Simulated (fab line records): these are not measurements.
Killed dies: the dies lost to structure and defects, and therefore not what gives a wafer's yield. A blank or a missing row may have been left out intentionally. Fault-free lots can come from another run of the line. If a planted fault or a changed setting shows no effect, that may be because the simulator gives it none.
The tool behind it: which one? | flow sky130 | 45 wafers from 15 lots sampled at 5 of the route's 708 steps

## WHAT EACH GAUGE READ, for each wafer
SKY_RES_PROTECT_TW_MEAS_08. Usual: POLY_GATE_TW typically reads 4070, with standard deviation 40.
lot  | measured     | on           | POLY_GATE_TW   | flag
L302 | day 14 18:42 | filmMetro-01 | 4116 4120 4132 | 
L304 | day 15 21:23 | filmMetro-01 | 4115 4114 4119 | 
L303 | day 16 02:28 | filmMetro-01 | 4111 4112 4126 | 
L306 | day 16 09:23 | filmMetro-01 | 4117 4117 4110 | 
L307 | day 17 05:18 | filmMetro-04 | 4038 4039 4022 | 
L309 | day 17 13:12 | filmMetro-04 | 4020 4010 4018 | 
L310 | day 17 19:50 | filmMetro-01 | 4111 4095 4096 | 
L311 | day 18 07:40 | filmMetro-04 | 4036 4030 4041 | 
L312 | day 18 13:23 | filmMetro-02 | 4060 4052 4063 | 
L313 | day 19 05:16 | filmMetro-02 | 4055 4063 4074 | 
L314 | day 19 10:35 | filmMetro-04 | 4016 4018 4010 | 
L322 | day 22 07:01 | filmMetro-02 | 4089 4076 4079 | 
L324 | day 22 22:35 | filmMetro-04 | 4023 4012 4020 | 
L323 | day 23 01:32 | filmMetro-02 | 4046 4054 4054 | 
L325 | day 23 17:39 | filmMetro-01 | 4105 4069 4103 | 

SKY_LDD_P_TW_MEAS_11. Usual: LDD_P_TW typically reads 640, with standard deviation 9.
lot  | measured     | on           | LDD_P_TW    | flag
L302 | day 18 13:52 | filmMetro-03 | 626 630 625 | 
L304 | day 19 20:56 | filmMetro-01 | 654 651 652 | 
L303 | day 20 02:22 | filmMetro-01 | 650 647 649 | 
L306 | day 20 09:36 | filmMetro-01 | 648 649 649 | 
L307 | day 21 05:37 | filmMetro-01 | 647 647 647 | 
L309 | day 21 13:31 | filmMetro-03 | 629 628 630 | 
L310 | day 21 23:53 | filmMetro-01 | 646 649 650 | 
L311 | day 22 07:32 | filmMetro-03 | 630 626 626 | 
L312 | day 22 14:42 | filmMetro-03 | 30 30 30    | OFF
L313 | day 23 07:25 | filmMetro-02 | 30 30 30    | OFF
L314 | day 23 11:21 | filmMetro-01 | 31 31 31    | OFF
L322 | day 26 06:10 | filmMetro-03 | 629 630 631 | 
L324 | day 26 19:30 | filmMetro-02 | 637 641 637 | 
L323 | day 26 21:37 | filmMetro-03 | 628 632 630 | 
L325 | day 27 13:16 | filmMetro-01 | 645 642 644 | 

SKY_LDD_HVN_OVL_MEAS_07. Usual: LDD_HVN_OVL typically reads -0.1 nm, with standard deviation 1.5.
lot  | measured     | on         | LDD_HVN_OVL (nm) | flag
L302 | day 19 20:32 | overlay-02 | 0.2 1.9 2.5      | 
L304 | day 21 03:38 | overlay-02 | -2.7 -3.7 -3.3   | 
L303 | day 21 08:33 | overlay-02 | 2.5 1.6 0.4      | 
L306 | day 21 15:05 | overlay-01 | -2.7 -2.1 -1.4   | 
L307 | day 22 11:30 | overlay-01 | 1.2 0.0 -2.1     | 
L309 | day 22 19:47 | overlay-01 | -0.7 -1.2 -0.7   | 
L310 | day 23 05:35 | overlay-02 | -1.3 -2.2 -2.0   | 
L311 | day 23 13:27 | overlay-02 | 0.0 0.0 0.4      | 
L322 | day 27 09:51 | overlay-01 | 0.0 0.7 0.4      | 
L324 | day 27 23:59 | overlay-02 | 1.6 2.7 1.0      | 
L323 | day 28 02:08 | overlay-02 | 1.2 -0.3 1.3     | 
L325 | day 28 17:57 | overlay-01 | -1.5 -1.2 0.3    | 

## WHICH TOOL RAN EACH LOT (tool, then ch and the chambers of the sampled wafers, then the start)
lot  | SKY_GATE_OXIDE_STRIP_13             | SKY_LDD_P_IMPLANT_09
L302 | plasmaAsher-03 ch 0, day 13 11:56   | implanter-04 ch 0, day 18 13:37
L304 | plasmaAsher-01 ch 0, day 14 14:59   | implanter-01 ch 0, day 19 20:41
L303 | plasmaAsher-03 ch 0,1, day 14 19:48 | implanter-04 ch 0, day 20 02:08
L306 | plasmaAsher-02 ch 0,1, day 14 23:11 | implanter-02 ch 0, day 20 09:21
L307 | plasmaAsher-02 ch 0,1, day 15 20:34 | implanter-02 ch 0, day 21 05:22
L309 | plasmaAsher-03 ch 0,1, day 16 04:49 | implanter-04 ch 0, day 21 13:16
L310 | plasmaAsher-01 ch 0,1, day 16 11:19 | implanter-01 ch 0, day 21 23:38
L311 | plasmaAsher-03 ch 0,1, day 16 22:52 | implanter-02 ch 0, day 22 07:19
L312 | plasmaAsher-01 ch 0,1, day 17 04:26 | implanter-04, day 22 14:27
L313 | plasmaAsher-03 ch 0,1, day 17 19:19 | implanter-02, day 23 07:13
L314 | plasmaAsher-01 ch 0,1, day 18 00:23 | implanter-02, day 23 11:06
L322 | plasmaAsher-01 ch 0,1, day 20 22:19 | implanter-04 ch 0, day 26 05:57
L324 | plasmaAsher-03 ch 0,1, day 21 13:59 | implanter-02 ch 0, day 26 19:15
L323 | plasmaAsher-01 ch 0,1, day 21 16:32 | implanter-04 ch 0, day 26 21:22
L325 | plasmaAsher-02 ch 0,1, day 22 07:53 | implanter-01 ch 0, day 27 13:01
- SKY_GATE_OXIDE_STRIP_13: strips in O2/N2.
- SKY_LDD_P_IMPLANT_09

## WHAT THE TOOLS THEMSELVES READ (means of the sampled wafers that have a number; where no wafer has one, the mark that the record gives instead)
SKY_GATE_OXIDE_STRIP_13. Usual: chamberPressureMTorr 1500.1 mTorr, standard deviation 1.5; drypumpMotorCurrentA 5.59 A, standard deviation 0.27; n2FlowSccm 300.1 sccm, standard deviation 0.8; oesProductAu 0.716 a.u., standard deviation 0.0046; stripTimeToEndpointS 14.17 s, standard deviation 0.049.
lot  | tool           | chamberPressureMTorr (mTorr) | drypumpMotorCurrentA (A) | n2FlowSccm (sccm) | oesProductAu (a.u.) | stripTimeToEndpointS (s) | flag
L302 | plasmaAsher-03 | 1500.9                       | 5.86                     | 300.1             | 0.718               | 14.18                    | 
L304 | plasmaAsher-01 | 1501.2                       | 5.44                     | 299.9             | 0.715               | 14.13                    | 
L303 | plasmaAsher-03 | 1501.0                       | 5.83                     | 298.7             | 0.714               | 14.25                    | 
L306 | plasmaAsher-02 | 1500.5                       | 5.24                     | 300.4             | 0.717               | 14.15                    | 
L307 | plasmaAsher-02 | 1498.9                       | 5.23                     | 300.1             | 0.717               | 14.20                    | 
L309 | plasmaAsher-03 | 1499.3                       | 5.80                     | 300.1             | 0.713               | 14.18                    | 
L310 | plasmaAsher-01 | 1500.9                       | 5.57                     | 300.8             | 0.712               | 14.22                    | 
L311 | plasmaAsher-03 | 1499.5                       | 5.80                     | 300.4             | 0.716               | 14.14                    | 
L312 | plasmaAsher-01 | 1499.4                       | 5.69                     | 300.5             | 0.717               | 14.18                    | 
L313 | plasmaAsher-03 | 1499.5                       | 5.80                     | 301.0             | 0.723               | 14.24                    | 
L314 | plasmaAsher-01 | 1500.7                       | 5.72                     | 300.5             | 0.716               | 14.14                    | 
L322 | plasmaAsher-01 | 1501.2                       | 5.70                     | 299.4             | 0.713               | 14.14                    | 
L324 | plasmaAsher-03 | 1499.9                       | 5.77                     | 299.9             | 0.714               | 14.15                    | 
L323 | plasmaAsher-01 | 1498.7                       | 5.58                     | 299.0             | 0.720               | 14.21                    | 
L325 | plasmaAsher-02 | 1499.9                       | 5.41                     | 300.4             | 0.717               | 14.18                    | 

SKY_LDD_P_IMPLANT_09. Usual: beamEnergyKeV 25.000, standard deviation 0.0078; beamOnS 10.02 s, standard deviation 0.2; doseIonsCm2 1.0002e+13, standard deviation 1.1e+10.
lot  | tool         | beamEnergyKeV | beamOnS (s) | doseIonsCm2 | flag
L302 | implanter-04 | 25.002        | 9.91        | 9.9900e+12  | 
L304 | implanter-01 | 25.002        | 9.98        | 1.0004e+13  | 
L303 | implanter-04 | 25.002        | 9.98        | 9.9997e+12  | 
L306 | implanter-02 | 24.997        | 10.11       | 1.0000e+13  | 
L307 | implanter-02 | 25.009        | 9.89        | 1.0002e+13  | 
L309 | implanter-04 | 24.987        | 10.00       | 9.9930e+12  | 
L310 | implanter-01 | 24.994        | 9.93        | 1.0001e+13  | 
L311 | implanter-02 | 24.992        | 9.90        | 9.9893e+12  | 
L312 | implanter-04 | -             | -           | -           | OFF
L313 | implanter-02 | -             | -           | -           | OFF
L314 | implanter-02 | -             | -           | -           | OFF
L322 | implanter-04 | 24.987        | 9.96        | 1.0007e+13  | 
L324 | implanter-02 | 24.991        | 9.94        | 1.0002e+13  | 
L323 | implanter-04 | 25.012        | 10.17       | 1.0006e+13  | 
L325 | implanter-01 | 24.996        | 9.85        | 9.9897e+12  | 

## THE ANSWER, worked out from the rows above alone
Rule: a lot counts as off when the mean over its wafers that have a number is more than 3 standard deviations away from the usual mean. Also off: a lot with no number at a reading for which 4 or more lots have one. All remaining lots with rows at the step are treated as sound. After the gauges, taken in route order, come the tools' own readings; for these a lot's mean is taken, as printed above. The first step at which some lot is off is used, and at that step the reading that is off furthest; a lot without a number counts as furthest.
Off: L312, L313, L314, seen at SKY_LDD_P_TW_MEAS_11 (LDD_P_TW).
If a tool, at a process step before that reading, ran all the lots that are off and no sound lot after the first of them, it fits. The gauges at SKY_LDD_P_TW_MEAS_11 aren't tried: what is off there is off at SKY_LDD_P_IMPLANT_09 too, on other tools, and a gauge's error can't cause that. No candidate that was tried fits.

## WHAT THE SIMULATOR HAD PUT IN
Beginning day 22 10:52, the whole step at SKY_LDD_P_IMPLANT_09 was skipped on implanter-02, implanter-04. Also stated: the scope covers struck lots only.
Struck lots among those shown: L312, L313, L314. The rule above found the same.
